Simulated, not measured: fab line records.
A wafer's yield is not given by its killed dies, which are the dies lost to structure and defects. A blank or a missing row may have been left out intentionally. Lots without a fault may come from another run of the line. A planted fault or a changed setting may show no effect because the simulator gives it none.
fab line records	flow sky130
record lots=13	wafers=39	last_day=50
route steps=708 shown PWDE@54 NWELL@60 VT_ADJUST_LVTN@107
lots untouched by any fault: they come from a run of this same line in which no faults occurred
start_h: start of the lot's first displayed wafer, in hours after the record's first day	wait_h: hours since the lot's step before	" as in the row above	L1.1+2: one row covering several wafers at once	- either no value or no given start	* or withheld: withheld	< > ~ a bound
route shown NAME@n: names a module that has steps shown in the file, with the first one's number in the route	usual: mean and standard deviation over wafers with no fault	same: alike in all rows	chamber/n: place in a boat	sites: the reading at each site	_std_site: standard deviation across them	_edge_site: the outer-site mean with the inner-site mean subtracted	radius_mm: how far each site lies from the wafer's centre	mask NAME#n: copy n	behind: the tool/chamber that last shaped the wafer	hold: reason for holding the lot/hours on hold/outcome of the hold	device: the n, p or np transistor that did not switch	end of line: tests of these same wafers at the route's end	a step given without rows: its recipe and nothing more	killed: dies lost to structure and defects at the first sort, not the wafer's yield	map: shows each die of a wafer: x if killed, . if not, _ if none is there
set.NAME: the run value of the setting; set.NAME@STEP: its run value at that earlier step	model.NAME: the simulator's own value behind a step, which no gauge read
the route's steps for a sample of lots (tables are steps, rows are wafers)
services: a tool's chamber out of use, with start hour (start_h, from the record's first day; less than 0 if before it), hours out, and reason
## steps
# step SKY_PWDE_STRIP_09
# recipe chemistry=O2/N2	power_w=1400	pressure_mtorr=1500	platen_temp_c=withheld	o2_flow_sccm=3000	n2_flow_sccm=300	overash_fraction=0.5
# usual drypump_motor_current_A=5.7/0.35	oes_product_au=0.722/0.0047	strip_time_to_endpoint_s=36.89/0.11
lot.wafer	tool	chamber	start_h	wait_h	drypump_motor_current_A	oes_product_au	rf_hours_counter_h	strip_time_to_endpoint_s
L876.1	plasma_asher-04	1	67.44	0.1	6.0	0.729	42	36.87
L876.5	"	1	"	"	6.0	0.721	-	36.89
L876.6	"	0	"	"	5.7	0.723	-	36.87
L878.3	plasma_asher-02	0	77.82	0.1	5.1	0.721	-	36.67
L878.4	"	1	"	"	6.2	0.724	-	36.65
L878.6	"	1	"	"	6.2	0.731	-	36.78
L880.1	plasma_asher-01	0	90.54	0.1	5.3	0.713	42	36.84
L880.2	"	1	"	"	5.5	0.726	42	36.77
L880.3	"	1	"	"	5.5	0.715	-	36.87
L881.2	plasma_asher-02	0	97.49	0.1	5.1	0.724	38	36.97
L881.3	"	0	"	"	5.1	0.728	-	36.94
L881.4	"	1	"	"	6.2	0.724	-	37.15
L883.3	plasma_asher-01	0	107.52	0.1	5.3	0.717	-	37.07
L883.4	"	1	"	"	5.5	0.722	-	37.01
L883.6	"	0	"	"	5.3	0.724	-	36.95
L884.1	plasma_asher-01	0	112.65	0.1	5.3	0.714	44	36.91
L884.3	"	0	"	"	5.3	0.725	-	36.87
L884.6	"	1	"	"	5.5	0.719	-	36.84
L885.1	plasma_asher-02	0	119.65	0.1	5.1	0.716	0	36.92
L885.2	"	1	"	"	6.2	0.719	0	36.91
L885.3	"	1	"	"	6.2	0.722	-	36.79
L886.2	plasma_asher-04	1	121.94	0.1	6.0	0.721	47	36.83
L886.3	"	0	"	"	5.7	0.725	-	36.77
L886.5	"	0	"	"	5.7	0.714	-	36.74
L887.3	plasma_asher-01	0	129.43	0.1	5.3	0.716	-	36.78
L887.5	"	1	"	"	5.5	0.723	-	36.82
L887.6	"	0	"	"	5.3	0.724	-	36.81
L889.1	plasma_asher-04	1	139.74	0.1	6.0	0.718	48	36.82
L889.2	"	0	"	"	5.8	0.728	48	36.90
L889.5	"	0	"	"	5.7	0.721	-	36.89
L891.1	plasma_asher-02	1	151.29	0.1	6.2	0.729	3	36.82
L891.3	"	1	"	"	6.2	0.721	-	36.88
L891.5	"	0	"	"	5.1	0.720	-	36.79
L898.4	plasma_asher-02	1	193.77	0.1	6.2	0.721	-	36.94
L898.5	"	0	"	"	5.2	0.726	-	37.03
L898.6	"	1	"	"	6.2	0.728	-	36.98
L899.2	plasma_asher-01	0	199.55	0.1	5.3	0.730	54	36.99
L899.3	"	1	"	"	5.5	0.716	-	37.03
L899.4	"	0	"	"	5.3	0.725	-	37.05
# step SKY_NWELL_EXPOSE_07
# recipe mask_id=NWM	na=0.6	source_shape=conventional	sigma_outer=0.6	polarization=unpolarized	target_cd_nm=840	dose_mj=255
lot.wafer	tool	chamber	start_h	wait_h	mask
L876.1+5+6	iline_stepper-01	0	75.90	-	NWM#0
L878.3+4+6	iline_stepper-02	0	86.73	-	NWM#0
L880.1+2+3	iline_stepper-01	0	99.85	-	NWM#0
L881.2+3+4	iline_stepper-01	0	106.94	-	NWM#0
L883.3+4+6	iline_stepper-02	0	117.05	-	NWM#0
L884.1+3+6	iline_stepper-01	0	121.79	-	NWM#0
L885.1+2+3	iline_stepper-02	0	128.07	-	NWM#0
L886.2+3+5	iline_stepper-01	0	130.89	-	NWM#0
L887.3+5+6	iline_stepper-01	0	139.28	-	NWM#0
L889.1+2+5	iline_stepper-02	0	149.17	-	HVTPM#0
L891.1+3+5	iline_stepper-01	0	161.04	-	NWM#0
L898.4+5+6	iline_stepper-02	0	205.47	-	NWM#0
L899.2+3+4	iline_stepper-02	0	210.88	-	NWM#0
# step SKY_NWELL_OVL_MEAS_10
# usual NWELL_00_OVL=-1.0/1.4
lot.wafer	tool	chamber	start_h	wait_h	NWELL_00_OVL[nm]
L876.1	overlay-01	-	84.16	-	0.9
L876.5	"	-	"	"	-1.1
L876.6	"	-	"	"	0.7
L878.3	overlay-02	-	95.38	-	0.0
L878.4	"	-	"	"	-0.6
L878.6	"	-	"	"	-2.9
L880.1	overlay-01	-	107.91	-	1.8
L880.2	"	-	"	"	-0.5
L880.3	"	-	"	"	-1.3
L881.2	overlay-02	-	116.07	-	-1.5
L881.3	"	-	"	"	-2.8
L881.4	"	-	"	"	-1.6
L883.3	overlay-01	-	125.23	-	-1.6
L883.4	"	-	"	"	-1.4
L883.6	"	-	"	"	-0.2
L884.1	overlay-02	-	130.22	-	-0.9
L884.3	"	-	"	"	-0.3
L884.6	"	-	"	"	-1.5
L885.1	overlay-02	-	137.55	-	0.4
L885.2	"	-	"	"	1.4
L885.3	"	-	"	"	0.6
L886.2	overlay-01	-	139.83	-	-4.3
L886.3	"	-	"	"	-3.6
L886.5	"	-	"	"	-3.3
L887.3	overlay-01	-	147.72	-	-1.8
L887.5	"	-	"	"	-1.1
L887.6	"	-	"	"	-1.4
L889.1	overlay-02	-	159.91	-	-
L889.2	"	-	"	"	-
L889.5	"	-	"	"	-
L891.1	overlay-01	-	170.91	-	-1.5
L891.3	"	-	"	"	-1.0
L891.5	"	-	"	"	-0.3
L898.4	overlay-02	-	215.53	-	-1.9
L898.5	"	-	"	"	-2.0
L898.6	"	-	"	"	-3.7
L899.2	overlay-02	-	221.81	-	-2.1
L899.3	"	-	"	"	-0.7
L899.4	"	-	"	"	-1.4
# step SKY_NWELL_TW_MEAS_15
# usual NWELL_TW=1818/22
lot.wafer	tool	chamber	start_h	wait_h	NWELL_TW
L876.1	film_metro-01	-	84.75	0.1	1821
L876.5	"	-	"	"	1812
L876.6	"	-	"	"	1814
L878.3	film_metro-04	-	95.97	0.1	1806
L878.4	"	-	"	"	1805
L878.6	"	-	"	"	1802
L880.1	film_metro-03	-	108.50	0.1	1845
L880.2	"	-	"	"	1851
L880.3	"	-	"	"	1847
L881.2	film_metro-03	-	116.66	0.1	1844
L881.3	"	-	"	"	1838
L881.4	"	-	"	"	1850
L883.3	film_metro-04	-	125.82	0.1	1817
L883.4	"	-	"	"	1820
L883.6	"	-	"	"	1816
L884.1	film_metro-03	-	130.81	0.1	1867
L884.3	"	-	"	"	1875
L884.6	"	-	"	"	1865
L885.1	film_metro-04	-	138.14	0.1	1806
L885.2	"	-	"	"	1808
L885.3	"	-	"	"	1816
L886.2	film_metro-03	-	140.42	0.1	1863
L886.3	"	-	"	"	1864
L886.5	"	-	"	"	1859
L887.3	film_metro-04	-	148.31	0.1	1789
L887.5	"	-	"	"	1798
L887.6	"	-	"	"	1785
L889.1	film_metro-04	-	160.50	0.1	30
L889.2	"	-	"	"	30
L889.5	"	-	"	"	30
L891.1	film_metro-04	-	171.50	0.1	1804
L891.3	"	-	"	"	1799
L891.5	"	-	"	"	1802
L898.4	film_metro-01	-	216.13	0.1	1814
L898.5	"	-	"	"	1807
L898.6	"	-	"	"	1815
L899.2	film_metro-01	-	222.40	0.1	1805
L899.3	"	-	"	"	1809
L899.4	"	-	"	"	1803
# step SKY_NWELL_STRIP_25
# recipe chemistry=O2/N2	power_w=1400	pressure_mtorr=1500	platen_temp_c=withheld	o2_flow_sccm=3000	n2_flow_sccm=300	overash_fraction=0.5
# usual drypump_motor_current_A=5.7/0.43	oes_product_au=0.722/0.0045	strip_time_to_endpoint_s=36.92/0.096
lot.wafer	tool	chamber	start_h	wait_h	drypump_motor_current_A	oes_product_au	rf_hours_counter_h	strip_time_to_endpoint_s
L876.1	plasma_asher-03	0	102.74	0.1	6.2	0.717	28	36.90
L876.5	"	1	"	"	6.2	0.724	-	36.94
L876.6	"	0	"	"	6.2	0.719	-	36.91
L878.3	plasma_asher-01	1	114.17	0.1	5.4	0.720	-	36.71
L878.4	"	0	"	"	5.3	0.720	-	36.87
L878.6	"	0	"	"	5.3	0.719	-	36.85
L880.1	plasma_asher-02	1	126.11	0.1	6.2	0.726	1	37.08
L880.2	"	0	"	"	5.1	0.725	1	37.04
L880.3	"	0	"	"	5.1	0.720	-	37.04
L881.2	plasma_asher-01	1	134.75	0.1	5.5	0.718	47	37.09
L881.3	"	1	"	"	5.5	0.711	-	37.03
L881.4	"	0	"	"	5.3	0.727	-	37.05
L883.3	plasma_asher-02	0	144.78	0.1	5.1	0.720	-	37.08
L883.4	"	1	"	"	6.2	0.714	-	37.01
L883.6	"	0	"	"	5.1	0.727	-	37.03
L884.1	plasma_asher-02	1	149.70	0.1	6.1	0.723	3	36.70
L884.3	"	1	"	"	6.1	0.726	-	36.79
L884.6	"	1	"	"	6.1	0.723	-	36.75
L885.1	plasma_asher-02	1	157.59	0.1	6.2	0.720	4	36.90
L885.2	"	0	"	"	5.2	0.726	4	36.90
L885.3	"	0	"	"	5.1	0.716	-	36.90
L886.2	plasma_asher-01	0	160.48	0.1	5.3	0.728	50	36.99
L886.3	"	0	"	"	5.3	0.719	-	37.05
L886.5	"	1	"	"	5.5	0.725	-	37.01
L887.3	plasma_asher-01	0	168.04	0.1	5.3	0.727	-	36.86
L887.5	"	0	"	"	5.3	0.721	-	36.81
L887.6	"	1	"	"	5.5	0.732	-	37.01
L889.1	plasma_asher-01	0	180.51	0.1	5.3	0.726	52	36.88
L889.2	"	1	"	"	5.5	0.719	52	36.97
L889.5	"	0	"	"	5.3	0.724	-	36.97
L891.1	plasma_asher-02	0	192.90	0.1	5.1	0.725	8	37.02
L891.3	"	1	"	"	6.2	0.723	-	37.05
L891.5	"	0	"	"	5.1	0.725	-	36.98
L898.4	plasma_asher-01	0	240.03	0.1	5.3	0.724	-	36.90
L898.5	"	0	"	"	5.3	0.721	-	36.96
L898.6	"	1	"	"	5.5	0.722	-	36.95
L899.2	plasma_asher-02	0	245.91	0.1	5.1	0.726	14	36.91
L899.3	"	1	"	"	6.2	0.724	-	36.93
L899.4	"	0	"	"	5.1	0.724	-	36.86
# step SKY_VT_ADJUST_LVTN_TW_MEAS_10
# usual VT_ADJUST_LVTN_TW=243.1/2.5
lot.wafer	tool	chamber	start_h	wait_h	VT_ADJUST_LVTN_TW
L876.1	film_metro-01	-	139.49	0.1	240.2
L876.5	"	-	"	"	238.8
L876.6	"	-	"	"	239.2
L878.3	film_metro-02	-	152.41	0.1	245.2
L878.4	"	-	"	"	245.1
L878.6	"	-	"	"	244.1
L880.1	film_metro-01	-	166.49	0.1	241.0
L880.2	"	-	"	"	240.3
L880.3	"	-	"	"	240.0
L881.2	film_metro-01	-	175.50	0.1	241.1
L881.3	"	-	"	"	241.7
L881.4	"	-	"	"	241.8
L883.3	film_metro-03	-	186.83	0.1	246.0
L883.4	"	-	"	"	246.3
L883.6	"	-	"	"	245.2
L884.1	film_metro-03	-	190.91	0.1	246.1
L884.3	"	-	"	"	246.7
L884.6	"	-	"	"	246.3
L885.1	film_metro-03	-	200.79	0.1	246.6
L885.2	"	-	"	"	245.8
L885.3	"	-	"	"	246.2
L886.2	film_metro-02	-	203.45	0.1	245.1
L886.3	"	-	"	"	245.1
L886.5	"	-	"	"	245.9
L887.3	film_metro-01	-	212.13	0.1	239.6
L887.5	"	-	"	"	240.7
L887.6	"	-	"	"	239.9
L889.1	film_metro-01	-	225.51	0.1	239.3
L889.2	"	-	"	"	239.2
L889.5	"	-	"	"	240.3
L891.1	film_metro-01	-	238.92	0.1	241.7
L891.3	"	-	"	"	242.7
L891.5	"	-	"	"	240.7
L898.4	film_metro-02	-	288.22	0.1	244.7
L898.5	"	-	"	"	242.4
L898.6	"	-	"	"	243.2
L899.2	film_metro-02	-	294.67	0.1	243.2
L899.3	"	-	"	"	243.2
L899.4	"	-	"	"	242.7
## services
tool	chamber	start_h	hours	kind
plasma_asher-03	-	58.66	2.6	repair
iline_stepper-01	-	70.53	2.5	repair
plasma_asher-02	-	108.75	9.0	pm
plasma_asher-02	0	108.75	9.0	vent_cycle
plasma_asher-02	1	108.75	9.0	vent_cycle
plasma_asher-04	-	110.75	2.8	pm
plasma_asher-02	0	117.75	-	clean
plasma_asher-02	1	117.75	-	clean
iline_stepper-02	0	118.89	-	calibration
plasma_asher-04	-	120.80	1.0	repair
plasma_asher-03	-	129.68	1.4	repair
iline_stepper-01	0	135.61	-	calibration
plasma_asher-03	-	149.88	24.6	repair
plasma_asher-04	-	149.92	4.0	repair
iline_stepper-01	-	150.04	5.7	repair
plasma_asher-04	-	153.51	0.8	repair
iline_stepper-01	-	162.54	1.7	pm
plasma_asher-01	-	181.49	2.8	pm
plasma_asher-01	-	205.48	0.9	repair
plasma_asher-04	-	226.88	14.6	pm
iline_stepper-02	-	229.03	1.7	pm
## key
first_sign step=SKY_NWELL_EXPOSE_07	reading=mask	direction=changed
effect step=SKY_NWELL_OVL_MEAS_10	reading=NWELL_00_OVL	direction=missing
effect step=SKY_NWELL_TW_MEAS_15	reading=NWELL_TW	direction=down	sigmas=81	usual=1818	struck=30
met_at SKY_NWELL_EXPOSE_07
struck_lots L889
sort_left_out L889.1,L889.2,L889.5
tester_left_out L889
not_acting_at SKY_PWDE_STRIP_09,SKY_NWELL_STRIP_25,SKY_VT_ADJUST_LVTN_TW_MEAS_10
onset_between 128.07 149.17
fault kind=wrong_mask	tool=any	chamber=-	onset_h=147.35	steps=SKY_NWELL_EXPOSE_07	aux_copy=HVTPM#0	scope=struck_lots_only
# tester_left_out: of these lots the tester's yield and bins aren't shown, on N5 and GAA mostly nor the transistor test; their killed dies are dies lost to structure and defects alone, not to doping, threshold or leakage, so they don't give the yield
# sort_left_out: the simulated sort isn't trusted on such a fault, so these wafers' sort isn't shown, and their yield isn't known
